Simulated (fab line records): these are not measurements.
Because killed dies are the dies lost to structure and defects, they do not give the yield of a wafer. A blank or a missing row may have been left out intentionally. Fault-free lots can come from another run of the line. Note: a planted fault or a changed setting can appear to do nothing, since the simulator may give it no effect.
8D (eight disciplines) problem report, filled in by code || flow sky130 || the parts of the form that need people (team, actions taken, sign-off) are left out

## 1. WHAT IS WRONG
VT_ADJUST_LVTN_TW at SKY_VT_ADJUST_LVTN_TW_MEAS_10 reads a mean of 276.9 on 6 wafers of 2 lots; wafers without a fault read 242.0 with a standard deviation of 2.1. Measured from the usual mean, that is +17 standard deviations.
Seen first at day 9 22:25 on film-metro-01, wafer L479.1. Wafers with a number at this step in the record: 36, from 12 lots. By rule, "out" or "out of limits" means more than 4 standard deviations away from the usual mean. Any other wafer with a number is counted as sound.

## 2. WHAT THIS IS AND IS NOT
{"question": "which readings at this step", "is": "VT_ADJUST_LVTN_TW", "is not": "-"}
{"question": "which lots", "is": "L479, L482", "is not": "L468, L469, L470, L471, L472, L483, L488, L489, L490, L491"}
{"question": "which wafers of those lots", "is": "all that have a number", "is not": "-"}
{"question": "read on which gauges", "is": "film-metro-01", "is not": "film-metro-02, film-metro-04"}
{"question": "when", "is": "from day 9 22:25", "is not": "up to then (15 sound wafers); but 15 sound wafers of L483, L488, L489, L490, L491 came after"}

## 3. WHAT RULES OUT EACH SUSPECT
Counting: any tool at a process step up to the reading is kept as a suspect provided that every lot that is out went through it and no sound lot did after the first of them.
- the gauge at SKY_VT_ADJUST_LVTN_TW_MEAS_10 is ruled out. All the wafers that are out were read on film-metro-01, but those of them that SKY_VT_ADJUST_LVTN_IMPLANT_08 has rows for are out there too, on other tools.
- plasma-asher-02 at SKY_NWELL_STRIP_25 (strips in O2/N2): kept. It ran every lot that is out, first L479 (day 8 03:00), and no sound lot after that; its last sound lot up to then is L468 (day 5 09:55).
- implanter-02 at SKY_VT_ADJUST_LVTN_IMPLANT_08: ruled out as a lasting fault. Sound lots L491 ran on it after its first lot that is out, L479 (day 9 22:10).
The count leaves plasma-asher-02 at SKY_NWELL_STRIP_25.

## 4. THE CAUSE (what the simulator had put in)
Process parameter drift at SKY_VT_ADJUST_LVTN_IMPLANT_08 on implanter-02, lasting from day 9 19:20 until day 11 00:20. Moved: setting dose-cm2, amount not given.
It was ruled out by counting, in error; the rule expects a fault to strike all lots run on its tool from its start on, and this fault did not.

## 5. SEQUENCE OF EFFECTS, ordered by route
Each row: a reading where the mean over the struck wafers with a number is more than 3 standard deviations away from the usual. Only readings for which the record gives a usual standard deviation are gone through. hours: the time from each lot's start at the first step in this table that gives one to its start at this step, as a median over the lots. sigmas: the change in usual standard deviations.
{"hours": 0, "step": "SKY_VT_ADJUST_LVTN_IMPLANT_08", "reading": "dose-ions-cm2", "usual": 1.5698e+12, "on struck wafers": 2.4007e+12, "change": "+8.3092e+11", "sigmas": "+99 or more"}
{"hours": 0, "step": "SKY_VT_ADJUST_LVTN_IMPLANT_08", "reading": "faraday-current-uA", "usual": 8.84, "on struck wafers": 13.38, "change": "+4.54", "sigmas": "+28"}
{"hours": 0, "step": "SKY_VT_ADJUST_LVTN_TW_MEAS_10", "reading": "VT_ADJUST_LVTN_TW", "usual": 242.0, "on struck wafers": 276.9, "change": "+34.9", "sigmas": "+17"}
Its process steps:
- SKY_VT_ADJUST_LVTN_IMPLANT_08

## 6. HOW IT WOULD HAVE BEEN CAUGHT EARLIER
In this record the first reading out of limits at a measuring or inspecting step was taken at day 9 22:25, 3 hours after the fault began at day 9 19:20.
The tool's own readings at SKY_VT_ADJUST_LVTN_IMPLANT_08 were out on every struck wafer that the step has a row for (dose-ions-cm2, faraday-current-uA): an alarm limit on them would have fired on the first of those.
